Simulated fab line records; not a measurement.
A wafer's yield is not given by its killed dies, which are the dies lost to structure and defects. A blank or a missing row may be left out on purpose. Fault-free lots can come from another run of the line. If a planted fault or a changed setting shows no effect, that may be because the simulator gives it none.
fab line records | flow gf180mcu | part 2 of 2: steps 28 to 37 of 37
[record] lots = 5 | wafers = 15 | last_day = 33
route steps=602 shown SAB@269 SALICIDE@278 CONTACT@287
lots that met no fault: taken from a fault-free run of the same line
start_h: hours from the record's first day to the start of the lot's first wafer shown | wait_h: hours from the lot's prior step to this one | " as in the row above | L1.1+2: one row covering several wafers at once | - no value, or no start was given | * or withheld: withheld | < > ~ a bound
route shown NAME@n: a module of which the file shows steps, and the number in the route of the first | usual: mean and standard deviation over wafers with no fault | same: alike in all rows | chamber/n: place in a boat | sites: each site's reading | _std_site: their standard deviation | _edge_site: mean of outer sites minus mean of inner sites | radius_mm: for every site, how far away it sits from the centre of the wafer | mask NAME#n: copy n | behind: tool/chamber where the wafer was last shaped | hold: what put the lot on hold/how long, in hours/how the hold closed | device: the transistor (n, p or np) that didn't switch | end of line: the same wafers' tests at the end of the route | a step with no rows: only its recipe | killed: the dies lost at the first sort to structure and to defects; this is not the yield of the wafer | map: a wafer's dies, x killed, . not, _ none there
set.NAME: the setting the step ran with; set.NAME@STEP: the setting that earlier step ran with | model.NAME: the simulator's own value behind a step, which no gauge read
a table for each step, a row for each wafer; lots at some steps of the route
services: a tool's chamber out of use, with start hour (start_h, from the record's first day; less than 0 if before it), hours out, and reason
[[steps]]
[step GF_CONTACT_COAT_09]
[recipe] resist = KrF | spin_rpm = withheld | resist_thk_nm = 1000
lot.wafer  | tool           | chamber | start_h | wait_h
L077.2+3+5 | litho_track-02 | 0       | -       | -
L082.3+4+5 | litho_track-03 | 0       | -       | -
L086.2+5+6 | litho_track-04 | 0       | -       | -
L087.1+3+4 | litho_track-02 | 0       | -       | -
L092.1+4+6 | litho_track-02 | 0       | -       | -
[step GF_CONTACT_SOFTBAKE_10]
[recipe] temp_c = 130 | time_s = 60 | resist = KrF
lot.wafer  | tool           | chamber | start_h | wait_h
L077.2+3+5 | litho_track-02 | 0       | -       | -
L082.3+4+5 | litho_track-03 | 0       | -       | -
L086.2+5+6 | litho_track-04 | 0       | -       | -
L087.1+3+4 | litho_track-02 | 0       | -       | -
L092.1+4+6 | litho_track-02 | 0       | -       | -
[step GF_CONTACT_EXPOSE_11]
[recipe] mask_id = Contact | target_cd_nm = 220 | na = 0.68 | source_shape = conventional | sigma_outer = 0.6 | dose_mj = 38
[usual] exposure_dose_mJ_cm2 = 37.99/0.039
[same] sigma_outer = 0.6
lot.wafer | tool           | chamber | start_h | wait_h | mask      | exposure_dose_mJ_cm2
L077.2    | krf_scanner-01 | 0       | -       | -      | Contact#0 | 37.93
L077.3    | "              | 0       | "       | "      | Contact#0 | 37.90
L077.5    | "              | 0       | "       | "      | Contact#0 | 37.90
L082.3    | krf_scanner-01 | 0       | -       | -      | Contact#0 | 38.00
L082.4    | "              | 0       | "       | "      | Contact#0 | 37.94
L082.5    | "              | 0       | "       | "      | Contact#0 | 37.96
L086.2    | krf_scanner-02 | 0       | -       | -      | Contact#0 | 37.97
L086.5    | "              | 0       | "       | "      | Contact#0 | 38.00
L086.6    | "              | 0       | "       | "      | Contact#0 | 37.99
L087.1    | krf_scanner-02 | 0       | -       | -      | Contact#0 | 37.99
L087.3    | "              | 0       | "       | "      | Contact#0 | 38.02
L087.4    | "              | 0       | "       | "      | Contact#0 | 38.03
L092.1    | krf_scanner-02 | 0       | -       | -      | Contact#0 | 37.96
L092.4    | "              | 0       | "       | "      | Contact#0 | 37.98
L092.6    | "              | 0       | "       | "      | Contact#0 | 37.94
[step GF_CONTACT_PEB_12]
[recipe] peb_temp_c = 135 | peb_time_s = 90 | resist = KrF
lot.wafer  | tool           | chamber | start_h | wait_h
L077.2+3+5 | litho_track-03 | 0       | -       | -
L082.3+4+5 | litho_track-04 | 0       | -       | -
L086.2+5+6 | litho_track-04 | 0       | -       | -
L087.1+3+4 | litho_track-02 | 0       | -       | -
L092.1+4+6 | litho_track-03 | 0       | -       | -
[step GF_CONTACT_DEVELOP_13]
[recipe] develop_time_s = 60 | resist = KrF | dev_temp_c = 21
[usual] developer_temp_C = 21.02/0.11
lot.wafer | tool           | chamber | start_h | wait_h | developer_temp_C
L077.2    | litho_track-03 | 0       | 390.11  | 0.2    | 21.04
L077.3    | "              | 0       | "       | "      | 21.11
L077.5    | "              | 0       | "       | "      | 20.83
L082.3    | litho_track-04 | 0       | 446.79  | 0.1    | 21.07
L082.4    | "              | 0       | "       | "      | 20.95
L082.5    | "              | 0       | "       | "      | 20.88
L086.2    | litho_track-04 | 0       | 487.02  | 0.2    | 21.01
L086.5    | "              | 0       | "       | "      | 21.09
L086.6    | "              | 0       | "       | "      | 21.02
L087.1    | litho_track-02 | 0       | 495.85  | 0.2    | 20.95
L087.3    | "              | 0       | "       | "      | 20.87
L087.4    | "              | 0       | "       | "      | 20.98
L092.1    | litho_track-03 | 0       | 527.98  | 0.2    | 21.05
L092.4    | "              | 0       | "       | "      | 21.20
L092.6    | "              | 0       | "       | "      | 21.29
[step GF_CONTACT_CD_MEAS_14]
[recipe] target_cd_nm = 220
[usual] cd_nm = 220.4/1.2
lot.wafer | tool      | chamber | start_h | wait_h | cd_nm
L077.2    | cd_sem-01 | -       | 390.25  | 0.1    | 220.2
L077.3    | "         | -       | "       | "      | 220.4
L077.5    | "         | -       | "       | "      | 222.5
L082.3    | cd_sem-01 | -       | 446.93  | 0.1    | 221.4
L082.4    | "         | -       | "       | "      | 220.7
L082.5    | "         | -       | "       | "      | 221.9
L086.2    | cd_sem-01 | -       | 487.16  | 0.1    | 220.2
L086.5    | "         | -       | "       | "      | 220.1
L086.6    | "         | -       | "       | "      | 219.9
L087.1    | cd_sem-01 | -       | 496.00  | 0.1    | 221.5
L087.3    | "         | -       | "       | "      | 222.0
L087.4    | "         | -       | "       | "      | 220.4
L092.1    | cd_sem-02 | -       | 528.13  | 0.1    | 220.2
L092.4    | "         | -       | "       | "      | 219.8
L092.6    | "         | -       | "       | "      | 218.9
[step GF_CONTACT_OVL_MEAS_15]
[usual] CONTACT_OVL = -3/4.4
lot.wafer | tool       | chamber | start_h | wait_h | CONTACT_OVL[nm]
L077.2    | overlay-01 | -       | 390.36  | 0.1    | -1
L077.3    | "          | -       | "       | "      | -1
L077.5    | "          | -       | "       | "      | 0
L082.3    | overlay-02 | -       | 447.02  | 0.1    | -1
L082.4    | "          | -       | "       | "      | 0
L082.5    | "          | -       | "       | "      | -3
L086.2    | overlay-02 | -       | 487.27  | 0.1    | -11
L086.5    | "          | -       | "       | "      | -7
L086.6    | "          | -       | "       | "      | -7
L087.1    | overlay-01 | -       | 496.12  | 0.1    | -3
L087.3    | "          | -       | "       | "      | -7
L087.4    | "          | -       | "       | "      | 3
L092.1    | overlay-02 | -       | 528.25  | 0.1    | -1
L092.4    | "          | -       | "       | "      | -7
L092.6    | "          | -       | "       | "      | -6
[step GF_CONTACT_ETCH_16]
[recipe] chemistry = N2/H2 | target_depth_a = withheld | overetch_a = withheld | time_s = withheld | target = BARC | ion_energy_ev = 200 | source_w = 500 | bias_w = 100 | pressure_mtorr = 30 | n2_flow_sccm = 100 | h2_flow_sccm = 200
[usual] bias_w = 100.02/0.3 | drypump_motor_current_A = 5.9/0.33 | oes_product_au = 0.855/0.0051 | throttle_valve_pct = 13.224/0.0094
lot.wafer | tool        | chamber | start_h | wait_h | bias_w | drypump_motor_current_A | oes_product_au | throttle_valve_pct
L077.2    | rie_diel-02 | 3       | 390.39  | 0.0    | 100.20 | 5.8                     | 0.858          | 13.238
L077.3    | "           | 2       | "       | "      | 99.97  | 6.3                     | 0.852          | 13.244
L077.5    | "           | 1       | "       | "      | 100.29 | 5.8                     | 0.857          | 13.229
L082.3    | rie_diel-02 | 3       | 447.05  | 0.0    | 99.70  | 5.8                     | 0.855          | 13.221
L082.4    | "           | 1       | "       | "      | 100.00 | 5.8                     | 0.858          | 13.226
L082.5    | "           | 2       | "       | "      | 99.69  | 6.4                     | 0.856          | 13.227
L086.2    | rie_diel-01 | 3       | 487.30  | 0.0    | 99.77  | 6.0                     | 0.859          | 13.227
L086.5    | "           | 3       | "       | "      | 100.48 | 6.0                     | 0.854          | 13.209
L086.6    | "           | 0       | "       | "      | 100.11 | 5.5                     | 0.853          | 13.214
L087.1    | rie_diel-01 | 3       | 496.16  | 0.0    | 100.48 | 6.0                     | 0.859          | 13.233
L087.3    | "           | 2       | "       | "      | 99.85  | 5.5                     | 0.862          | 13.223
L087.4    | "           | 0       | "       | "      | 100.34 | 5.5                     | 0.847          | 13.223
L092.1    | rie_diel-02 | 0       | 528.29  | 0.0    | 100.13 | 6.5                     | 0.855          | 13.202
L092.4    | "           | 1       | "       | "      | 99.73  | 5.8                     | 0.855          | 13.225
L092.6    | "           | 3       | "       | "      | 99.48  | 5.8                     | 0.849          | 13.219
[step GF_CONTACT_ETCH_17]
[recipe] chemistry = C4F8/O2/Ar | mask_material = KrF | target = SiO2 | stop_on = CoSi2 | source_w = 1500 | bias_w = 1200 | pressure_mtorr = 40 | c4f8_flow_sccm = withheld | O2_flow_sccm = 6 | Ar_flow_sccm = 300 | time_s = withheld | target_depth_a = 8600
[usual] bias_w = 1199/3.7 | oes_product_au = 0.816/0.0049
lot.wafer | tool        | chamber | start_h | wait_h | bias_w | oes_product_au
L077.2    | rie_diel-02 | 3       | -       | -      | 1198   | 0.807
L077.3    | "           | 2       | "       | "      | 1200   | 0.817
L077.5    | "           | 1       | "       | "      | 1202   | 0.819
L082.3    | rie_diel-02 | 3       | -       | -      | 1200   | 0.807
L082.4    | "           | 1       | "       | "      | 1200   | 0.821
L082.5    | "           | 2       | "       | "      | 1202   | 0.812
L086.2    | rie_diel-01 | 3       | -       | -      | 1193   | 0.812
L086.5    | "           | 3       | "       | "      | 1188   | 0.820
L086.6    | "           | 0       | "       | "      | 1203   | 0.811
L087.1    | rie_diel-01 | 3       | -       | -      | 1200   | 0.819
L087.3    | "           | 2       | "       | "      | 1193   | 0.825
L087.4    | "           | 0       | "       | "      | 1202   | 0.815
L092.1    | rie_diel-02 | 0       | -       | -      | 1209   | 0.809
L092.4    | "           | 1       | "       | "      | 1198   | 0.824
L092.6    | "           | 3       | "       | "      | 1195   | 0.818
[step GF_CONTACT_STRIP_18]
[recipe] chemistry = O2/N2 | power_w = 1400 | pressure_mtorr = 1500 | platen_temp_c = 250 | o2_flow_sccm = 3000 | n2_flow_sccm = 300 | overash_fraction = 0.5
[usual] drypump_motor_current_A = 5.6/0.39 | heater_power_w = 321/33 | oes_product_au = 0.581/0.0046
lot.wafer | tool            | chamber | start_h | wait_h | drypump_motor_current_A | heater_power_w | oes_product_au | rf_hours_counter_h
L077.2    | plasma_asher-01 | 0       | 390.55  | -      | 6.1                     | 306            | 0.583          | 70
L077.3    | "               | 0       | "       | "      | 6.1                     | 300            | 0.582          | -
L077.5    | "               | 0       | "       | "      | 6.1                     | 308            | 0.584          | -
L082.3    | plasma_asher-01 | 1       | 447.25  | -      | 5.2                     | 329            | 0.582          | -
L082.4    | "               | 0       | "       | "      | 6.2                     | 297            | 0.580          | -
L082.5    | "               | 0       | "       | "      | 6.1                     | 298            | 0.585          | -
L086.2    | plasma_asher-03 | 0       | 487.46  | -      | 6.0                     | 300            | 0.581          | 6
L086.5    | "               | 1       | "       | "      | 5.4                     | 364            | 0.569          | -
L086.6    | "               | 0       | "       | "      | 6.0                     | 299            | 0.576          | -
L087.1    | plasma_asher-04 | 0       | 496.32  | -      | 5.2                     | 282            | 0.586          | 76
L087.3    | "               | 0       | "       | "      | 5.2                     | 274            | 0.580          | -
L087.4    | "               | 1       | "       | "      | 5.8                     | 310            | 0.588          | -
L092.1    | plasma_asher-03 | 0       | 528.45  | -      | 6.0                     | 290            | 0.579          | 10
L092.4    | "               | 1       | "       | "      | 5.4                     | 364            | 0.582          | -
L092.6    | "               | 1       | "       | "      | 5.4                     | 370            | 0.582          | -
[[services]]
tool             | chamber | start_h | hours | kind
krf_scanner-01   | -       | 338.05  | 1.3   | pm
plasma_asher-03  | -       | 339.10  | 4.8   | pm
hdpcvd-01        | -       | 346.73  | 2.8   | pm
krf_scanner-02   | -       | 355.21  | 1.0   | pm
krf_scanner-02   | -       | 359.56  | 0.8   | pm
rie_diel-01      | 3       | 382.64  | 4.6   | repair
krf_scanner-02   | -       | 388.52  | 1.3   | pm
cmp-01           | -       | 392.28  | 2.1   | repair
rie_diel-02      | 1       | 394.55  | 5.9   | repair
iline_stepper-01 | -       | 406.19  | 3.0   | repair
iline_stepper-01 | -       | 426.82  | 1.7   | pm
iline_stepper-01 | -       | 428.54  | 1.9   | repair
rie_diel-02      | 2       | 430.86  | 3.1   | repair
rie_diel-02      | 0       | 439.01  | 8.5   | repair
rie_diel-02      | 0       | 477.50  | 4.6   | repair
pecvd-03         | -       | 485.95  | 0.3   | repair
cmp-01           | -       | 487.98  | 3.7   | pm
rie_diel-02      | -       | 489.05  | 0.3   | repair
cmp-01           | -       | 492.55  | 3.7   | repair
cmp-01           | -       | 505.17  | 1.8   | repair
krf_scanner-02   | -       | 524.27  | 1.0   | pm
wet_bench-02     | -       | 524.78  | 0.5   | repair
iline_stepper-01 | -       | 524.92  | 14.2  | repair
krf_scanner-02   | -       | 528.36  | 0.8   | pm
